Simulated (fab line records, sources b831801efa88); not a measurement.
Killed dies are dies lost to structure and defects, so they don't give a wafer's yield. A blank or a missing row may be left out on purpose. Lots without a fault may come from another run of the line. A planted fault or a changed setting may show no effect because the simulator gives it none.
fab line records | flow sky130
record lots=10 wafers=30 last_day=49
route steps=708 shown SONOS_ONO@182 RES_PROTECT@214 POLY_GATE@227 SPACER@304
lots that met no fault: from a run of the same line without faults
start_h: hours from the record's first day to the start of the lot's first wafer shown | wait_h: hours since the lot's step before | " the same as in the row above | L1.1+2: a row that stands for several wafers | - no value, or no start given | * or withheld: withheld | < > ~ a bound
route shown NAME@n: a module of which the file shows steps, and the number in the route of the first | usual: mean/standard deviation of fault-free wafers | same: alike in all rows | chamber/n: place in a boat | sites: the reading at each site | _std_site: their standard deviation | _edge_site: outer sites' mean less inner sites' | radius_mm: how far each site lies from the wafer's centre | mask NAME#n: copy n | behind: the tool/chamber that last shaped the wafer | hold: why the lot was held/for how many hours/how that ended | device: the transistor (n, p or np) that didn't switch | end of line: the same wafers' tests at the end of the route | a step without rows: its recipe alone | killed: dies lost to structure and defects at the first sort, not the wafer's yield | map: a wafer's dies, x killed, . not, _ none there
set.NAME: the setting as run; set.NAME@STEP: as run at that earlier step | model.NAME: the simulator's own value behind a step, which no gauge read
steps of the route over a sample of lots; a table a step, a row a wafer
services: from which hour (start_h, from the record's first day; less than 0 if before it) a tool's chamber was out of use, for how many hours, and why
## steps
# step SKY_SONOS_ONO_OVL_MEAS_14
# usual SONOS_ONO_OVL=0.0/1.5
# columns lot.wafer tool chamber start_h wait_h SONOS_ONO_OVL[nm]
L349.1 overlay-02 - 277.99 0.1 -1.7
L349.4 " - " " 1.3
L349.5 " - " " 1.2
L350.1 overlay-01 - 285.68 0.1 -0.4
L350.5 " - " " -0.1
L350.6 " - " " 2.5
L353.3 overlay-01 - 308.86 0.1 0.5
L353.5 " - " " -1.8
L353.6 " - " " -1.1
L354.1 overlay-02 - 318.80 0.1 3.3
L354.2 " - " " 2.3
L354.5 " - " " 2.7
L357.2 overlay-02 - 349.23 0.1 1.3
L357.3 " - " " -0.1
L357.6 " - " " 1.4
L359.1 overlay-02 - 358.99 0.1 -1.8
L359.4 " - " " -1.7
L359.6 " - " " -1.1
L360.1 overlay-02 - 370.84 0.1 -1.0
L360.2 " - " " -0.4
L360.3 " - " " -0.4
L362.4 overlay-01 - 385.44 0.1 1.3
L362.5 " - " " -0.7
L362.6 " - " " -2.9
L363.4 overlay-02 - 395.22 0.1 -0.1
L363.5 " - " " -1.7
L363.6 " - " " 0.0
L365.1 overlay-02 - 410.83 0.1 -1.8
L365.2 " - " " -2.8
L365.5 " - " " -0.6
# step SKY_RES_PROTECT_STRIP_07
# recipe chemistry=O2/N2 power_w=1400 pressure_mtorr=1500 platen_temp_c=withheld o2_flow_sccm=3000 n2_flow_sccm=300 overash_fraction=0.5
# usual chamber_pressure_mTorr=1500.0/1.3 drypump_motor_current_A=5.6/0.35 oes_product_au=0.518/0.0048 strip_time_to_endpoint_s=23.30/0.053
# columns lot.wafer tool chamber start_h wait_h chamber_pressure_mTorr drypump_motor_current_A oes_product_au rf_hours_counter_h strip_time_to_endpoint_s
L349.1 plasma_asher-04 1 334.19 0.1 1496.7 6.2 0.516 20 23.18
L349.4 " 1 " " 1499.7 6.2 0.520 - 23.20
L349.5 " 1 " " 1500.0 6.2 0.514 - 23.23
L350.1 plasma_asher-01 1 343.91 0.1 1501.5 5.5 0.524 52 23.35
L350.5 " 1 " " 1499.7 5.5 0.518 - 23.40
L350.6 " 0 " " 1501.4 5.3 0.517 - 23.42
L353.3 plasma_asher-01 0 367.31 0.1 1501.8 5.3 0.516 - 23.25
L353.5 " 0 " " 1502.2 5.3 0.525 - 23.29
L353.6 " 1 " " 1500.4 5.5 0.516 - 23.26
L354.1 plasma_asher-01 0 380.14 0.1 1500.0 5.3 0.515 56 23.33
L354.2 " 1 " " 1500.7 5.6 0.522 56 23.35
L354.5 " 1 " " 1501.6 5.5 0.514 - 23.35
L357.2 plasma_asher-04 0 411.14 0.1 1497.0 5.8 0.521 28 23.36
L357.3 " 1 " " 1497.7 6.2 0.516 - 23.38
L357.6 " 1 " " 1501.8 6.3 0.516 - 23.37
L359.1 plasma_asher-04 0 425.09 0.1 1500.8 5.8 0.513 29 23.35
L359.4 " 0 " " 1501.8 5.8 0.516 - 23.33
L359.6 " 0 " " 1500.1 5.8 0.512 - 23.35
L360.1 plasma_asher-02 0 436.94 0.1 1500.4 5.9 0.506 0 23.25
L360.2 " 1 " " 1501.8 5.1 0.515 0 23.28
L360.3 " 1 " " 1500.9 5.1 0.517 - 23.29
L362.4 plasma_asher-02 0 451.41 0.1 1499.4 5.9 0.519 - 23.29
L362.5 " 0 " " 1500.5 5.9 0.519 - 23.34
L362.6 " 1 " " 1500.6 5.1 0.528 - 23.29
L363.4 plasma_asher-02 0 466.11 0.1 1498.6 5.9 0.523 - 23.41
L363.5 " 0 " " 1500.2 5.9 0.525 - 23.40
L363.6 " 1 " " 1498.6 5.1 0.519 - 23.34
L365.1 plasma_asher-02 0 480.12 0.1 1499.7 5.9 0.522 5 23.22
L365.2 " 1 " " 1501.7 5.1 0.514 5 23.25
L365.5 " 0 " " 1499.5 5.9 0.523 - 23.27
# step SKY_POLY_GATE_CD_MEAS_13
# recipe target_cd_nm=150
# usual cd_nm=150.1/1.4
# columns lot.wafer tool chamber start_h wait_h cd_nm
L349.1 cd_sem-01 - 362.87 - 149.2
L349.4 " - " " 147.5
L349.5 " - " " 147.5
L350.1 cd_sem-01 - 373.09 - 148.0
L350.5 " - " " 148.6
L350.6 " - " " 149.0
L353.3 cd_sem-01 - 399.11 - 152.4
L353.5 " - " " 151.4
L353.6 " - " " 151.7
L354.1 cd_sem-01 - 411.22 - 147.6
L354.2 " - " " 149.1
L354.5 " - " " 149.6
L357.2 cd_sem-02 - 444.71 - 149.0
L357.3 " - " " 147.6
L357.6 " - " " 147.5
L359.1 cd_sem-02 - 457.33 - 148.5
L359.4 " - " " 149.4
L359.6 " - " " 149.2
L360.1 cd_sem-02 - 469.44 - 150.1
L360.2 " - " " 149.0
L360.3 " - " " 150.0
L362.4 cd_sem-02 - 482.84 - 150.3
L362.5 " - " " 150.0
L362.6 " - " " 149.5
L363.4 cd_sem-02 - 498.68 - 150.9
L363.5 " - " " 150.8
L363.6 " - " " 150.3
L365.1 cd_sem-02 - 510.93 - 148.7
L365.2 " - " " 150.0
L365.5 " - " " 148.7
# step SKY_SPACER_CVD_00
# recipe material=Si3N4 precursor=DCS/NH3 target_thk_nm=43.1 temp_c=770 time_s=740 pressure_mtorr=250
# usual spike_tc_bottom_C=788/4.2 spike_tc_centre_C=772.1/1.1 spike_tc_lower_C=768.9/1.3 spike_tc_top_C=785.2/1.1 spike_tc_upper_C=769.1/1.4 susceptor_temp_C=770.1/0.36 zone_power_centre_pct=15.31/0.17
# columns lot.wafer tool chamber start_h wait_h spike_tc_bottom_C spike_tc_centre_C spike_tc_lower_C spike_tc_top_C spike_tc_upper_C susceptor_temp_C zone_power_centre_pct
L349.1 lpcvd-02 1 514.88 0.0 794 772.2 769.7 786.0 770.4 770.7 15.36
L349.4 " 1 " " 792 773.1 769.9 785.9 770.5 769.6 15.50
L349.5 " 1 " " 794 772.0 771.8 786.4 768.8 770.0 15.25
L350.1 lpcvd-02 0 526.52 0.0 784 773.4 768.0 784.6 766.9 769.6 15.27
L350.5 " 0 " " 782 771.4 768.7 784.1 768.2 770.4 15.73
L350.6 " 0 " " 784 771.4 768.1 785.7 770.5 770.0 15.26
L353.3 lpcvd-02 0 554.85 0.0 785 771.1 769.8 787.1 767.7 769.9 15.54
L353.5 " 0 " " 785 770.6 766.7 786.1 768.0 769.9 15.13
L353.6 " 0 " " 785 770.1 768.3 784.4 766.7 770.1 15.44
L354.1 lpcvd-02 1 570.81 0.0 791 771.5 770.1 784.3 769.3 770.4 15.43
L354.2 " 1 " " 792 772.8 770.8 785.0 769.7 770.2 15.49
L354.5 " 1 " " 792 770.4 769.9 784.5 770.9 770.4 15.22
L357.2 lpcvd-02 0 599.55 0.2 785 771.4 768.3 785.1 768.4 770.6 14.94
L357.3 " 0 " " 783 774.8 767.9 784.5 768.8 770.4 15.29
L357.6 " 0 " " 784 772.4 767.9 785.9 770.0 769.8 15.52
L359.1 lpcvd-02 0 617.97 0.0 784 772.8 767.4 786.9 770.5 770.7 15.52
L359.4 " 0 " " 784 771.4 769.0 784.3 768.2 770.6 15.21
L359.6 " 0 " " 785 772.9 768.2 785.9 769.9 770.6 15.21
L360.1 lpcvd-02 0 627.41 0.4 785 771.7 769.3 784.3 765.9 770.2 15.36
L360.2 " 0 " " 782 771.9 767.7 785.5 770.8 770.1 15.44
L360.3 " 0 " " 785 770.4 766.9 783.6 769.7 770.6 15.46
L362.4 lpcvd-02 1 637.13 0.0 792 772.4 770.2 785.3 770.2 770.6 15.39
L362.5 " 1 " " 792 770.3 769.1 784.0 769.6 770.0 15.62
L362.6 " 1 " " 793 773.0 770.8 783.2 770.3 769.8 15.55
L363.4 lpcvd-02 0 652.09 0.9 785 772.8 767.8 786.3 768.8 769.7 15.28
L363.5 " 0 " " 783 772.8 767.7 786.0 768.2 770.5 15.39
L363.6 " 0 " " 785 773.5 766.7 783.7 768.5 770.2 15.35
L365.1 lpcvd-02 0 662.17 0.0 771 757.8 754.6 772.6 755.3 756.2 14.76
L365.2 " 0 " " 770 759.9 754.7 772.5 753.9 756.6 14.77
L365.5 " 0 " " 771 760.4 755.2 771.8 754.1 756.6 14.58
# step SKY_SPACER_THK_MEAS_01
# recipe reads=Si3N4_of_SPACER_CVD_00
# usual SPACER_CVD_00_THK=43.1/0.45
# columns lot.wafer tool chamber start_h wait_h SPACER_CVD_00_THK[nm]
L349.1 film_metro-01 - 516.08 0.0 42.9
L349.4 " - " " 43.0
L349.5 " - " " 42.7
L350.1 film_metro-02 - 527.73 0.0 43.0
L350.5 " - " " 42.9
L350.6 " - " " 42.8
L353.3 film_metro-03 - 556.08 0.0 43.5
L353.5 " - " " 43.2
L353.6 " - " " 43.3
L354.1 film_metro-02 - 572.01 0.0 42.4
L354.2 " - " " 42.7
L354.5 " - " " 42.9
L357.2 film_metro-02 - 600.76 0.0 42.6
L357.3 " - " " 42.6
L357.6 " - " " 42.6
L359.1 film_metro-01 - 619.17 0.0 42.6
L359.4 " - " " 42.3
L359.6 " - " " 42.3
L360.1 film_metro-02 - 628.61 0.0 42.7
L360.2 " - " " 42.5
L360.3 " - " " 42.9
L362.4 film_metro-01 - 638.37 0.0 42.8
L362.5 " - " " 43.1
L362.6 " - " " 42.4
L363.4 film_metro-03 - 653.33 0.0 43.4
L363.5 " - " " 43.5
L363.6 " - " " 43.5
L365.1 film_metro-03 - 663.98 0.0 33.0
L365.2 " - " " 33.1
L365.5 " - " " 33.1
# step SKY_SPACER_ETCHBACK_02
# recipe chemistry=CH3F/O2 target=Si3N4 stop_on=SiO2 source_w=400 bias_w=80 pressure_mtorr=25 ch3f_flow_sccm=40 O2_flow_sccm=30 time_s=46.7 target_depth_a=450
# usual chamber_pressure_mTorr=24.998/0.021 drypump_motor_current_A=5.8/0.57 oes_product_au=0.855/0.0069 throttle_valve_pct=10.562/0.0098
# columns lot.wafer tool chamber start_h wait_h chamber_pressure_mTorr drypump_motor_current_A oes_product_au rf_hours_counter_h throttle_valve_pct
L349.1 rie_diel-03 0 516.14 0.1 24.970 5.8 0.851 8 10.563
L349.4 " 2 " " 24.998 6.8 0.854 59 10.571
L349.5 " 0 " " 24.981 5.8 0.850 - 10.553
L350.1 rie_diel-01 2 527.79 0.1 25.014 5.4 0.854 45 10.568
L350.5 " 1 " " 25.019 5.2 0.846 - 10.548
L350.6 " 0 " " 24.951 6.3 0.844 - 10.565
L353.3 rie_diel-03 2 556.12 0.0 24.996 6.7 0.858 59 10.567
L353.5 " 0 " " 24.954 5.8 0.859 - 10.565
L353.6 " 3 " " 24.990 5.5 0.859 - 10.570
L354.1 rie_diel-01 0 572.07 0.1 24.999 6.3 0.846 5 10.548
L354.2 " 1 " " 24.983 5.2 0.847 16 10.564
L354.5 " 1 " " 24.991 5.2 0.845 - 10.564
L357.2 rie_diel-03 0 600.81 0.0 24.994 5.8 0.844 10 10.563
L357.3 " 2 " " 25.000 6.7 0.843 60 10.565
L357.6 " 1 " " 25.002 5.1 0.852 - 10.566
L359.1 rie_diel-03 2 619.23 0.1 25.006 6.7 0.845 61 10.560
L359.4 " 0 " " 25.017 5.8 0.840 11 10.570
L359.6 " 3 " " 25.021 5.4 0.847 - 10.565
L360.1 rie_diel-03 0 628.67 0.1 24.964 5.8 0.857 11 10.555
L360.2 " 2 " " 25.005 6.7 0.849 61 10.558
L360.3 " 1 " " 24.991 5.1 0.856 60 10.575
L362.4 rie_diel-03 3 638.40 0.0 25.006 5.5 0.862 6 10.572
L362.5 " 3 " " 24.997 5.5 0.863 - 10.567
L362.6 " 0 " " 25.015 5.8 0.852 - 10.555
L363.4 rie_diel-03 3 653.36 0.0 25.010 5.5 0.865 7 10.582
L363.5 " 2 " " 25.040 6.7 0.866 - 10.561
L363.6 " 1 " " 25.003 5.1 0.857 - 10.556
L365.1 rie_diel-01 0 664.04 0.1 24.985 6.2 0.746 7 10.563
L365.2 " 3 " " 24.963 6.3 0.742 5 10.537
L365.5 " 0 " " 25.004 6.2 0.740 - 10.542
## services
# columns tool chamber start_h hours kind
lpcvd-02 - 312.76 2.8 pm
rie_diel-03 3 325.41 - clean
rie_diel-01 3 337.34 9.0 repair
plasma_asher-01 - 341.27 2.0 repair
plasma_asher-02 - 377.76 0.6 repair
plasma_asher-02 - 421.25 9.0 pm
plasma_asher-02 - 433.32 1.2 repair
rie_diel-01 2 456.85 39.9 repair
rie_diel-03 2 472.67 6.0 repair
rie_diel-01 3 479.42 1.9 repair
rie_diel-01 - 479.43 2.8 pm
rie_diel-03 1 487.13 9.6 repair
lpcvd-02 - 495.00 2.3 repair
plasma_asher-01 - 495.49 3.4 repair
rie_diel-01 1 545.22 12.4 repair
plasma_asher-02 - 559.34 2.8 pm
rie_diel-03 0 568.64 2.9 repair
plasma_asher-02 - 604.04 1.7 repair
rie_diel-03 1 614.48 3.2 repair
rie_diel-01 - 615.31 0.7 repair
plasma_asher-04 - 648.97 0.6 repair
rie_diel-01 1 653.07 23.7 repair
plasma_asher-01 - 656.79 1.9 repair
plasma_asher-01 - 661.35 1.1 repair
## key
first_sign step=SKY_SPACER_CVD_00 reading=susceptor_temp_C direction=down sigmas=38 usual=* struck=*
effect step=SKY_SPACER_CVD_00 reading=spike_tc_top_C direction=down sigmas=12 usual=785.2 struck=772.3
effect step=SKY_SPACER_THK_MEAS_01 reading=SPACER_CVD_00_THK direction=down sigmas=23 usual=43.1 struck=33.1
effect step=SKY_SPACER_ETCHBACK_02 reading=oes_product_au direction=down sigmas=16 usual=0.855 struck=0.743
met_at SKY_SPACER_CVD_00
struck_lots L365
struck_wafers L365.1,L365.2,L365.5
tester_left_out L365
not_acting_at SKY_SONOS_ONO_OVL_MEAS_14,SKY_RES_PROTECT_STRIP_07,SKY_POLY_GATE_CD_MEAS_13
onset_between 652.09 662.17
fault kind=process_parameter_drift tool=lpcvd-02 chamber=0 onset_h=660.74 steps=SKY_SPACER_CVD_00 channel=temp_c offset=* shape=step end_h=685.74 acts_in=* stated=*
# tester_left_out: of these lots the tester's yield and bins aren't shown, on N5 and GAA mostly nor the transistor test; their killed dies are dies lost to structure and defects alone, not to doping, threshold or leakage, so they don't give the yield
